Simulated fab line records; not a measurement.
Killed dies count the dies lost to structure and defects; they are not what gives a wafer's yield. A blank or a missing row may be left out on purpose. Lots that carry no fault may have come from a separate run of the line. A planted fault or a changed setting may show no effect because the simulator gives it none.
Which tool is to blame? + flow gf180mcu + 13 lots, 39 wafers sampled, at 4 steps of a route of 602

## WHAT THE GAUGES SHOWED, per wafer
GF_MVPSD_OVL_MEAS_07. Usual: MVPSD_OVL -1.1 nm, standard deviation 1.2.
| lot  | measured     | on         | MVPSD_OVL (nm) | flag |
|------|--------------|------------|----------------|------|
| L794 | day 5 01:03  | overlay-01 | -1.2 -0.7 -2.3 |      |
| L795 | day 5 06:31  | overlay-01 | -0.3 -1.0 -0.3 |      |
| L796 | day 5 11:46  | overlay-01 | -0.3 -1.7 -1.3 |      |
| L797 | day 5 17:12  | overlay-02 | -2.1 0.2 -0.6  |      |
| L798 | day 5 23:01  | overlay-02 | -1.1 -1.0 -1.4 |      |
| L799 | day 6 08:51  | overlay-01 | -0.8 -2.0 -3.6 |      |
| L800 | day 6 12:22  | overlay-01 | -2.4 1.0 1.7   |      |
| L803 | day 7 06:25  | overlay-02 | -0.5 0.7 1.2   |      |
| L805 | day 7 19:28  | overlay-01 | 0.8 1.8 3.0    |      |
| L810 | day 8 23:32  | overlay-02 | 0.3 1.6 -0.6   |      |
| L812 | day 9 10:55  | overlay-02 | -2.3 -2.8 -0.1 |      |
| L815 | day 10 09:25 | overlay-02 | -1.2 -0.5 -0.3 |      |
| L817 | day 10 19:14 | overlay-02 | -0.5 0.0 0.5   |      |

GF_NSD_CD_MEAS_07 targets a cd of 400 nm. Usual: cd_nm 400.8 nm, standard deviation 2.4.
| lot  | measured     | on        | cd_nm (nm)        | flag |
|------|--------------|-----------|-------------------|------|
| L794 | day 13 07:40 | cd_sem-01 | 403.0 402.1 402.0 |      |
| L795 | day 13 12:59 | cd_sem-02 | 399.9 401.7 401.5 |      |
| L796 | day 13 22:59 | cd_sem-02 | 403.8 403.2 403.6 |      |
| L797 | day 14 02:49 | cd_sem-02 | 404.0 402.3 400.1 |      |
| L798 | day 14 14:19 | cd_sem-01 | 399.4 399.8 399.9 |      |
| L799 | day 15 04:55 | cd_sem-01 | 402.9 403.4 405.2 |      |
| L800 | day 15 10:28 | cd_sem-02 | 399.7 399.4 397.8 |      |
| L803 | day 16 08:46 | cd_sem-01 | 329.8 330.5 328.8 | OFF  |
| L805 | day 17 05:58 | cd_sem-02 | 340.3 341.2 344.0 | OFF  |
| L810 | day 18 18:23 | cd_sem-02 | 397.7 397.0 396.8 |      |
| L812 | day 19 10:40 | cd_sem-02 | 403.2 402.3 403.6 |      |
| L815 | day 20 14:41 | cd_sem-02 | 398.4 399.9 399.8 |      |
| L817 | day 21 04:10 | cd_sem-02 | 403.4 400.9 403.8 |      |

## TOOL THAT RAN EACH LOT (tool first, then ch and the chambers of the sampled wafers, then the start)
| lot  | GF_VT_IMPLANT_RTA_45             | GF_NSD_EXPOSE_04                    |
|------|----------------------------------|-------------------------------------|
| L794 | rtp_anneal-02 ch 0, day 7 13:03  | iline_stepper-02 ch 0, day 12 21:35 |
| L795 | rtp_anneal-02 ch 0, day 7 19:13  | iline_stepper-02 ch 0, day 13 03:34 |
| L796 | rtp_anneal-02 ch 0, day 8 02:05  | iline_stepper-02 ch 0, day 13 13:05 |
| L797 | rtp_anneal-02 ch 0, day 8 07:01  | iline_stepper-01 ch 0, day 13 16:40 |
| L798 | rtp_anneal-01 ch 0, day 8 13:44  | iline_stepper-02 ch 0, day 14 04:25 |
| L799 | rtp_anneal-02 ch 0, day 9 00:23  | iline_stepper-02 ch 0, day 14 18:10 |
| L800 | rtp_anneal-01 ch 0, day 9 05:12  | iline_stepper-01 ch 0, day 14 23:50 |
| L803 | rtp_anneal-01 ch 0, day 10 02:19 | iline_stepper-01 ch 0, day 15 22:16 |
| L805 | rtp_anneal-01 ch 0, day 10 16:28 | iline_stepper-01 ch 0, day 16 18:56 |
| L810 | rtp_anneal-01 ch 0, day 11 23:56 | iline_stepper-02 ch 0, day 18 06:46 |
| L812 | rtp_anneal-02 ch 0, day 12 12:45 | iline_stepper-02 ch 0, day 18 22:28 |
| L815 | rtp_anneal-01 ch 0, day 13 13:20 | iline_stepper-02 ch 0, day 20 02:49 |
| L817 | rtp_anneal-01 ch 0, day 14 00:10 | iline_stepper-02 ch 0, day 20 16:20 |
- GF_VT_IMPLANT_RTA_45: time 30 s.
- GF_NSD_EXPOSE_04: exposes mask Nplus, target cd 400 nm.

## WHAT THE TOOLS THEMSELVES READ (means of the sampled wafers that have a number; where no wafer has one, the mark that the record gives instead)
GF_VT_IMPLANT_RTA_45. Usual: chamber_o2_ppm 2.002, standard deviation 0.021; lamp_power_pct 36 %, standard deviation 7.5; wafer_temp_C_max 1054.1, standard deviation 0.76.
| lot  | tool          | chamber_o2_ppm | lamp_power_pct (%) | wafer_temp_C_max | flag |
|------|---------------|----------------|--------------------|------------------|------|
| L794 | rtp_anneal-02 | 1.982          | 42                 | 1054.3           |      |
| L795 | rtp_anneal-02 | 1.989          | 42                 | 1054.0           |      |
| L796 | rtp_anneal-02 | 2.010          | 42                 | 1053.3           |      |
| L797 | rtp_anneal-02 | 2.008          | 42                 | 1054.2           |      |
| L798 | rtp_anneal-01 | 1.985          | 27                 | 1054.2           |      |
| L799 | rtp_anneal-02 | 2.009          | 42                 | 1054.0           |      |
| L800 | rtp_anneal-01 | 1.996          | 27                 | 1054.6           |      |
| L803 | rtp_anneal-01 | 2.013          | 27                 | 1053.8           |      |
| L805 | rtp_anneal-01 | 2.002          | 27                 | 1054.1           |      |
| L810 | rtp_anneal-01 | 2.002          | 27                 | 1054.3           |      |
| L812 | rtp_anneal-02 | 1.996          | 42                 | 1054.2           |      |
| L815 | rtp_anneal-01 | 1.996          | 27                 | 1054.2           |      |
| L817 | rtp_anneal-01 | 2.023          | 27                 | 1054.5           |      |

GF_NSD_EXPOSE_04. Usual: exposure_dose_mJ_cm2 139.98, standard deviation 0.14.
| lot  | tool             | exposure_dose_mJ_cm2 | flag |
|------|------------------|----------------------|------|
| L794 | iline_stepper-02 | 139.91               |      |
| L795 | iline_stepper-02 | 140.11               |      |
| L796 | iline_stepper-02 | 139.98               |      |
| L797 | iline_stepper-01 | 139.82               |      |
| L798 | iline_stepper-02 | 140.19               |      |
| L799 | iline_stepper-02 | 140.03               |      |
| L800 | iline_stepper-01 | 140.01               |      |
| L803 | iline_stepper-01 | 108.58               | OFF  |
| L805 | iline_stepper-01 | 114.67               | OFF  |
| L810 | iline_stepper-02 | 140.04               |      |
| L812 | iline_stepper-02 | 140.08               |      |
| L815 | iline_stepper-02 | 139.91               |      |
| L817 | iline_stepper-02 | 140.18               |      |

## THE ANSWER, worked out from the rows above alone
Rule: a lot counts as off when the mean over its wafers that have a number is more than 3 standard deviations away from the usual mean. A lot without any number at a reading at which 4 lots or more have one is off too. The other lots that the step has rows for count as sound. The gauges are gone through in route order, then the tools' own readings, and for those a lot's mean is taken as printed above. The first step at which some lot is off is used, and at that step the reading that is off furthest; a lot without a number counts as furthest.
Off: L803, L805, at GF_NSD_CD_MEAS_07 (cd_nm).
If a tool, at a process step before that reading, ran all the lots that are off and no sound lot after the first of them, it fits. The gauges at GF_NSD_CD_MEAS_07 aren't tried: what is off there is off at GF_NSD_EXPOSE_04 too, on other tools, and a gauge's error can't cause that. One fits: GF_NSD_EXPOSE_04 on iline_stepper-01. Its last sound lot is L800 (day 14 23:50), its first lot that is off L803 (day 15 22:16): a fault that began between those two fits.
On the lots that are off, the tool's own readings at GF_NSD_EXPOSE_04 differ by more than 5 times the standard deviation of the sound lots' means, which bears it out; exposure_dose_mJ_cm2 reads 111.62 there versus 140.02 on the sound lots.

## WHAT THE SIMULATOR HAD INSERTED
Process parameters drifting: iline_stepper-01 at GF_NSD_EXPOSE_04, beginning at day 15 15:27. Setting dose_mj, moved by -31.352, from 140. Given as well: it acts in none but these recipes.
Struck lots among those shown: L803, L805. The rule given above showed the same thing.
